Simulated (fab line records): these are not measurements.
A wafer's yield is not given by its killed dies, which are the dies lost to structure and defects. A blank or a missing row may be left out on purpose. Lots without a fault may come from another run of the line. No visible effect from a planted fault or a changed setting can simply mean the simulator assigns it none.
fab line records    flow sfq-line
[record] lots = 7  wafers = 21  last-day = 80
route steps=325 shown L0@5 L0V@16
lots that met no fault: from a run of the same line without faults
start-h: start of the lot's first displayed wafer, in hours after the record's first day    wait-h: how many hours have passed since the lot's step before this one    " as in the row above    L1.1+2: a row that stands for several wafers    - no value present, or no start provided    * or withheld: withheld    < > ~ a bound
route shown NAME@n: names a module that has steps shown in the file, with the first one's number in the route    usual: average and standard deviation across the fault-free wafers    same: alike in all rows    chamber/n: place in a boat    sites: the reading at each site    _std_site: how widely they spread, as a standard deviation    _edge_site: inner sites' mean taken away from outer sites' mean    radius-mm: how far each site lies from the wafer's centre    mask NAME#n: copy n    behind: tool/chamber where the wafer was last shaped    hold: the reason the lot was held/the length of the hold in hours/how it ended    device: which transistor (n, p or np) failed to switch    end of line: the route-end tests of the same wafers    a step without rows: its recipe alone    killed: count of dies lost to structure and defects at first sort (not the wafer's yield)    map: dies across one wafer; x = killed, . = not, _ = none there
set.NAME: the run value of the setting; set.NAME@STEP: its run value at that earlier step    model.NAME: the simulator's own value behind a step, which no gauge read
lots seen at some steps along the route; tables by step, rows by wafer
services: when a tool's chamber went out of use (start-h, in hours from the record's first day, below 0 if earlier), for how many hours, and the reason
[[steps]]
[step SFQ_L0_THK_MEAS_902]
[recipe] thk-meas-gauge = xrf  reads = MoNx_KI_of_TRILAYER_L0_DEP_SPUTTER_003
[usual] L0_MONX_KI_THK = 40.8/0.39
lot.wafer  tool           chamber  start-h  wait-h  L0_MONX_KI_THK[nm]
L345.1     film-metro-04  -        22.68    0.1     41.1
L345.2     "              -        "        "       41.0
L345.6     "              -        "        "       41.0
L351.3     film-metro-02  -        52.70    0.1     41.2
L351.5     "              -        "        "       41.2
L351.6     "              -        "        "       41.0
L353.2     film-metro-02  -        62.69    0.1     40.5
L353.5     "              -        "        "       41.1
L353.6     "              -        "        "       40.7
L359.1     film-metro-01  -        92.68    0.1     40.5
L359.3     "              -        "        "       40.9
L359.4     "              -        "        "       40.4
L360.2     film-metro-04  -        97.69    0.1     40.4
L360.3     "              -        "        "       40.7
L360.4     "              -        "        "       41.2
L361.2     film-metro-04  -        102.69   0.1     40.3
L361.4     "              -        "        "       40.3
L361.6     "              -        "        "       40.0
L362.1     film-metro-02  -        107.68   0.1     40.7
L362.4     "              -        "        "       41.2
L362.6     "              -        "        "       41.5
[step SFQ_TRILAYER_L0_LITHO_COAT_010]
[recipe] resist = BARC  spin-rpm = 3000  resist-thk-nm = 62
[step SFQ_TRILAYER_L0_LITHO_COAT_005]
[recipe] resist = KrF  spin-rpm = 3000  resist-thk-nm = 600
[step SFQ_TRILAYER_L0_LITHO_SOFTBAKE_009]
[recipe] temp-c = withheld  time-s = withheld  resist = KrF
[step SFQ_TRILAYER_L0_LITHO_EXPOSE_006]
[recipe] mask-id = L0  na = 0.6  source-shape = conventional  sigma-outer = 0.65  target-cd-nm = 2000  dose-mj = 14.4
[step SFQ_TRILAYER_L0_LITHO_PEB_008]
[recipe] peb-temp-c = 115  peb-time-s = 60  resist = KrF
[step SFQ_TRILAYER_L0_LITHO_DEVELOP_007]
[recipe] time-s = 60  resist = KrF
[step SFQ_TRILAYER_L0_BARC_OPEN_METAL_ETCH_010]
[recipe] mask-material = PR  chemistry = O2  target-depth-nm = 125  target = BARC  icp-w = 600  bias-w = 80  pressure-mtorr = 10  time-s = 41.7
[usual] drypump-motor-current-A = 5.9/0.37  oes-product-au = 0.685/0.0044
lot.wafer  tool          chamber  start-h  wait-h  drypump-motor-current-A  oes-product-au  rf-hours-counter-h
L345.1     rie-metal-01  0        78.81    0.1     5.8                      0.686           15
L345.2     "             1        "        "       5.7                      0.679           49
L345.6     "             0        "        "       5.8                      0.687           -
L351.3     rie-metal-01  0        124.32   0.1     5.8                      0.688           -
L351.5     "             0        "        "       5.8                      0.683           -
L351.6     "             1        "        "       5.7                      0.687           -
L353.2     rie-metal-01  1        137.50   0.1     5.7                      0.680           60
L353.5     "             1        "        "       5.8                      0.689           -
L353.6     "             0        "        "       5.8                      0.684           -
L359.1     rie-metal-01  0        180.93   0.1     5.8                      0.680           33
L359.3     "             1        "        "       5.7                      0.684           -
L359.4     "             0        "        "       5.8                      0.688           -
L360.2     rie-metal-01  1        188.13   0.1     5.7                      0.676           69
L360.3     "             0        "        "       5.8                      0.683           -
L360.4     "             1        "        "       5.7                      0.690           -
L361.2     rie-metal-03  1        191.73   0.1     6.3                      0.691           11
L361.4     "             0        "        "       5.5                      0.680           -
L361.6     "             0        "        "       5.6                      0.686           -
L362.1     rie-metal-02  0        195.33   0.1     6.5                      0.684           154
L362.4     "             1        "        "       5.2                      0.684           -
L362.6     "             0        "        "       6.5                      0.691           -
[step SFQ_TRILAYER_L0_ETCH_METAL_ETCH_008]
[recipe] target = MoNx_KI  stop-on = SiO2  mask-material = PR  chemistry = SF6/O2  target-depth-nm = 50  icp-w = 600  bias-w = 80  pressure-mtorr = 10  time-s = 25
[usual] drypump-motor-current-A = 5.9/0.37  oes-product-au = 0.875/0.0059
lot.wafer  tool          chamber  start-h  wait-h  drypump-motor-current-A  oes-product-au  rf-hours-counter-h
L345.1     rie-metal-01  0        78.87    0.0     5.8                      0.884           15
L345.2     "             1        "        "       5.7                      0.882           49
L345.6     "             0        "        "       5.8                      0.870           -
L351.3     rie-metal-01  0        124.37   0.0     5.8                      0.882           -
L351.5     "             0        "        "       5.8                      0.868           -
L351.6     "             1        "        "       5.8                      0.878           -
L353.2     rie-metal-01  1        137.56   0.0     5.7                      0.875           60
L353.5     "             1        "        "       5.7                      0.877           -
L353.6     "             0        "        "       5.8                      0.883           -
L359.1     rie-metal-01  0        180.99   0.0     5.8                      0.872           33
L359.3     "             1        "        "       5.7                      0.875           -
L359.4     "             0        "        "       5.8                      0.879           -
L360.2     rie-metal-01  1        188.19   0.0     5.8                      0.879           69
L360.3     "             0        "        "       5.8                      0.874           -
L360.4     "             1        "        "       5.7                      0.873           -
L361.2     rie-metal-03  1        191.79   0.0     6.3                      0.878           11
L361.4     "             0        "        "       5.5                      0.871           -
L361.6     "             0        "        "       5.5                      0.864           -
L362.1     rie-metal-02  0        195.39   0.0     6.5                      0.876           154
L362.4     "             1        "        "       5.2                      0.888           -
L362.6     "             0        "        "       6.5                      0.886           -
[step SFQ_TRILAYER_L0_STRIP_STRIP_009]
[recipe] gas = O2  power-w = 200  platen-temp-c = 40  overash-fraction = 0.65  chemistry = O2  pressure-mtorr = 50
[usual] drypump-motor-current-A = 5.9/0.37  oes-product-au = 0.997/0.0098
lot.wafer  tool          chamber  start-h  wait-h  drypump-motor-current-A  oes-product-au  rf-hours-counter-h
L345.1     rie-metal-01  0        78.91    0.0     5.8                      0.993           15
L345.2     "             1        "        "       5.7                      0.992           49
L345.6     "             0        "        "       5.8                      0.991           -
L351.3     rie-metal-01  0        124.60   0.2     5.8                      0.987           -
L351.5     "             0        "        "       5.8                      0.998           -
L351.6     "             1        "        "       5.7                      0.990           -
L353.2     rie-metal-01  1        137.60   0.0     5.8                      0.988           60
L353.5     "             1        "        "       5.7                      0.988           -
L353.6     "             0        "        "       5.8                      1.005           -
L359.1     rie-metal-01  0        181.03   0.0     5.8                      0.984           33
L359.3     "             1        "        "       5.7                      0.986           -
L359.4     "             0        "        "       5.8                      0.984           -
L360.2     rie-metal-01  1        188.23   0.0     5.7                      0.987           69
L360.3     "             0        "        "       5.8                      1.000           -
L360.4     "             1        "        "       5.8                      0.992           -
L361.2     rie-metal-03  1        191.83   0.0     6.3                      1.007           11
L361.4     "             0        "        "       5.5                      1.002           -
L361.6     "             0        "        "       5.6                      1.008           -
L362.1     rie-metal-02  0        195.43   0.0     6.5                      1.004           154
L362.4     "             1        "        "       5.2                      1.006           -
L362.6     "             0        "        "       6.5                      1.004           -
[step SFQ_TRILAYER_L0_STRIP_SOLV_CLEAN_010]
[recipe] chemistry = NMP  temp-c = 70  time-s = 600
[step SFQ_TRILAYER_L0_CAP_PECVD_011]
[recipe] material = SiO2  temp-c = 150  time-s = 13.333  pressure-torr = 2.4  rf-w = 183.3  precursor = SiH4/N2O  target-thk-nm = 60
[usual] heater-power-outer-w = 29/5.7  heater-power-w = 84/7.1  throttle-valve-pct = 25.4/2.9
lot.wafer  tool      chamber  start-h  wait-h  heater-power-outer-w  heater-power-w  throttle-valve-pct
L345.1     pecvd-03  0        79.89    0.0     32                    84              30.1
L345.2     "         1        "        "       37                    89              24.5
L345.6     "         2        "        "       33                    93              27.5
L351.3     pecvd-01  0        125.18   0.0     23                    75              31.0
L351.5     "         0        "        "       23                    77              30.7
L351.6     "         1        "        "       15                    78              23.9
L353.2     pecvd-01  1        138.38   0.0     25                    92              24.1
L353.5     "         2        "        "       30                    85              25.6
L353.6     "         1        "        "       25                    94              24.3
L359.1     pecvd-04  2        181.81   0.0     40                    90              22.8
L359.3     "         1        "        "       26                    75              23.9
L359.4     "         2        "        "       41                    91              22.7
L360.2     pecvd-03  1        189.01   0.0     35                    87              24.2
L360.3     "         2        "        "       33                    93              27.5
L360.4     "         2        "        "       34                    91              27.6
L361.2     pecvd-04  2        192.61   0.0     37                    84              23.0
L361.4     "         0        "        "       36                    93              23.0
L361.6     "         1        "        "       21                    67              23.9
L362.1     pecvd-04  2        196.21   0.0     30                    76              22.8
L362.4     "         0        "        "       32                    90              22.7
L362.6     "         1        "        "       19                    64              23.9
[step SFQ_TRILAYER_L0_VIA_LITHO_COAT_018]
[recipe] resist = BARC  spin-rpm = 3000  resist-thk-nm = 62
lot.wafer  tool            chamber  start-h  wait-h  model.BARC_of_TRILAYER_L0_VIA_LITHO_COAT_018.thk-nm
L345.1     litho-track-04  0        79.92    0.0     61.82
L345.2     "               0        "        "       61.89
L345.6     "               0        "        "       61.84
L351.3+6   litho-track-04  0        125.60   0.4     61.93
L351.5     "               0        "        "       61.84
L353.2     litho-track-02  0        138.54   0.2     61.8
L353.5     "               0        "        "       61.97
L353.6     "               0        "        "       61.75
L359.1     litho-track-02  0        181.83   0.0     58.48
L359.3     "               0        "        "       58.42
L359.4     "               0        "        "       58.67
L360.2     litho-track-02  0        189.08   0.1     58.92
L360.3     "               0        "        "       58.8
L360.4     "               0        "        "       58.79
L361.2     litho-track-04  0        192.68   0.1     62.21
L361.4     "               0        "        "       62.08
L361.6     "               0        "        "       62.06
L362.1     litho-track-02  0        196.23   0.0     58.66
L362.4     "               0        "        "       59.05
L362.6     "               0        "        "       58.89
[step SFQ_TRILAYER_L0_VIA_LITHO_COAT_013]
[recipe] resist = KrF  spin-rpm = 3000  resist-thk-nm = 650
[step SFQ_TRILAYER_L0_VIA_LITHO_SOFTBAKE_017]
[recipe] temp-c = withheld  time-s = withheld  resist = KrF
[step SFQ_TRILAYER_L0_VIA_LITHO_EXPOSE_014]
[recipe] mask-id = L0V  na = 0.6  source-shape = conventional  sigma-outer = 0.65  target-cd-nm = 700  dose-mj = 21.3
[step SFQ_TRILAYER_L0_VIA_LITHO_PEB_016]
[recipe] peb-temp-c = 115  peb-time-s = 60  resist = KrF
[step SFQ_TRILAYER_L0_VIA_LITHO_DEVELOP_015]
[recipe] time-s = 60  resist = KrF
[step SFQ_L0V_OVL_MEAS_903]
[usual] L0V_OVL = 3/5.1
lot.wafer  tool        chamber  start-h  wait-h  L0V_OVL[nm]
L345.1     overlay-01  -        160.28   0.1     -8
L345.2     "           -        "        "       -1
L345.6     "           -        "        "       0
L351.3     overlay-02  -        220.54   0.1     1
L351.5     "           -        "        "       4
L351.6     "           -        "        "       -1
L353.2     overlay-01  -        234.08   0.1     -3
L353.5     "           -        "        "       3
L353.6     "           -        "        "       -2
L359.1     overlay-01  -        279.82   0.1     0
L359.3     "           -        "        "       -1
L359.4     "           -        "        "       5
L360.2     overlay-01  -        288.23   0.1     -4
L360.3     "           -        "        "       3
L360.4     "           -        "        "       -3
L361.2     overlay-01  -        294.14   0.1     10
L361.4     "           -        "        "       1
L361.6     "           -        "        "       5
L362.1     overlay-02  -        300.14   0.1     5
L362.4     "           -        "        "       11
L362.6     "           -        "        "       2
[step SFQ_TRILAYER_L0_VIA_BARC_OPEN_VIA_ETCH_021]
[recipe] mask-material = PR  chemistry = O2  target-depth-nm = 125  target = BARC  source-w = 500  bias-w = 80  pressure-mtorr = 30  time-s = 41.7
[usual] drypump-motor-current-A = 5.6/0.59  oes-product-au = 0.686/0.005
lot.wafer  tool         chamber  start-h  wait-h  drypump-motor-current-A  oes-product-au  rf-hours-counter-h  model.etch.depth-nm
L345.1     rie-diel-02  1        160.31   0.0     5.4                      0.689           100                 61.82
L345.2     "            3        "        "       6.2                      0.676           147                 61.89
L345.6     "            0        "        "       6.4                      0.691           -                   61.84
L351.3     rie-diel-01  1        220.56   0.0     4.8                      0.685           99                  61.93
L351.5     "            3        "        "       4.9                      0.688           -                   61.84
L351.6     "            0        "        "       6.6                      0.693           -                   61.93
L353.2     rie-diel-04  2        234.11   0.0     6.1                      0.691           67                  61.8
L353.5     "            0        "        "       6.1                      0.687           -                   61.97
L353.6     "            3        "        "       5.5                      0.684           -                   61.75
L359.1     rie-diel-01  2        279.86   0.0     5.1                      0.662           1                   58.48
L359.3     "            3        "        "       4.9                      0.668           50                  58.42
L359.4     "            1        "        "       4.8                      0.669           100                 58.67
L360.2     rie-diel-01  2        288.26   0.0     5.1                      0.666           1                   58.92
L360.3     "            3        "        "       4.8                      0.670           50                  58.8
L360.4     "            1        "        "       4.8                      0.663           -                   58.79
L361.2     rie-diel-02  3        294.17   0.0     6.3                      0.688           1                   62.21
L361.4     "            2        "        "       5.4                      0.680           105                 62.08
L361.6     "            1        "        "       5.4                      0.682           -                   62.06
L362.1     rie-diel-01  1        300.17   0.0     4.8                      0.663           100                 58.66
L362.4     "            2        "        "       5.1                      0.670           2                   59.05
L362.6     "            3        "        "       4.9                      0.674           -                   58.89
[step SFQ_TRILAYER_L0_VIA_ETCH_VIA_ETCH_016]
[recipe] target = SiO2  stop-on = MoNx_KI  mask-material = PR  chemistry = CHF3  target-depth-nm = 80  source-w = 500  bias-w = 80  pressure-mtorr = 30  time-s = withheld
[usual] drypump-motor-current-A = 5.6/0.59  oes-product-au = 0.841/0.0075
lot.wafer  tool         chamber  start-h  wait-h  drypump-motor-current-A  oes-product-au
L345.1     rie-diel-02  1        160.35   0.0     5.4                      0.835
L345.2     "            3        "        "       6.3                      0.823
L345.6     "            0        "        "       6.5                      0.841
L351.3     rie-diel-01  1        220.60   0.0     4.8                      0.840
L351.5     "            3        "        "       4.9                      0.846
L351.6     "            0        "        "       6.6                      0.841
L353.2     rie-diel-04  2        234.15   0.0     6.1                      0.853
L353.5     "            0        "        "       6.1                      0.839
L353.6     "            3        "        "       5.5                      0.856
L359.1     rie-diel-01  2        279.90   0.0     5.1                      0.837
L359.3     "            3        "        "       4.8                      0.827
L359.4     "            1        "        "       4.8                      0.842
L360.2     rie-diel-01  2        288.30   0.0     5.1                      0.842
L360.3     "            3        "        "       4.9                      0.841
L360.4     "            1        "        "       4.8                      0.850
L361.2     rie-diel-02  3        294.21   0.0     6.3                      0.833
L361.4     "            2        "        "       5.4                      0.840
L361.6     "            1        "        "       5.4                      0.836
L362.1     rie-diel-01  1        300.21   0.0     4.8                      0.837
L362.4     "            2        "        "       5.2                      0.849
L362.6     "            3        "        "       4.9                      0.847
[[services]]
tool          chamber  start-h  hours  kind
rie-metal-03  -        54.85    14.6   pm
rie-diel-04   2        60.46    3.6    repair
pecvd-01      1        63.05    3.1    repair
rie-metal-03  1        88.44    22.6   repair
rie-metal-03  0        89.76    2.1    repair
pecvd-04      2        92.08    11.6   repair
rie-diel-02   2        119.52   3.2    repair
rie-diel-02   3        120.31   27.6   repair
rie-diel-01   2        123.19   7.2    repair
rie-diel-04   3        123.48   5.8    repair
pecvd-01      -        129.07   0.9    repair
rie-diel-02   1        137.84   7.4    repair
rie-diel-01   2        155.26   -      clean
pecvd-01      -        167.55   0.7    repair
pecvd-03      -        182.57   4.3    pm
pecvd-01      -        194.25   14.0   pm
rie-diel-04   0        238.69   5.1    repair
pecvd-04      -        243.69   1.3    repair
rie-diel-02   1        245.30   5.9    repair
rie-diel-01   0        264.88   2.8    repair
rie-metal-03  1        270.88   12.7   repair
rie-diel-04   3        293.92   6.5    repair
rie-diel-02   1        296.92   6.5    repair
rie-diel-01   -        298.85   1.2    repair
[[key]]
[first-sign] step = SFQ_TRILAYER_L0_VIA_BARC_OPEN_VIA_ETCH_021  reading = oes-product-au  direction = down  sigmas = 3.8  usual = 0.686  struck = 0.667
effect none on later readings
[model-effect] step = SFQ_TRILAYER_L0_VIA_LITHO_COAT_018  value = BARC_of_TRILAYER_L0_VIA_LITHO_COAT_018.thk-nm  without = 61.9  struck = 58.74
[model-effect] step = SFQ_TRILAYER_L0_VIA_BARC_OPEN_VIA_ETCH_021  value = etch.depth-nm  without = 61.9  struck = 58.74
met-at SFQ_TRILAYER_L0_VIA_LITHO_COAT_018
struck-wafers L359.1,L359.3,L359.4,L360.2,L360.3,L360.4,L362.1,L362.4,L362.6
onset-between 138.54 181.83
also-fits SFQ_TRILAYER_L0_VIA_BARC_OPEN_VIA_ETCH_021:rie-diel-01
[fault] kind = process-parameter-drift  tool = litho-track-02  chamber = -  onset-h = 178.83  steps = SFQ_TRILAYER_L0_VIA_LITHO_COAT_018  channel = resist-thk-nm  offset = -3.1597  shape = step  end-h = 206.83  acts-in = these-recipes-only  stated = 62
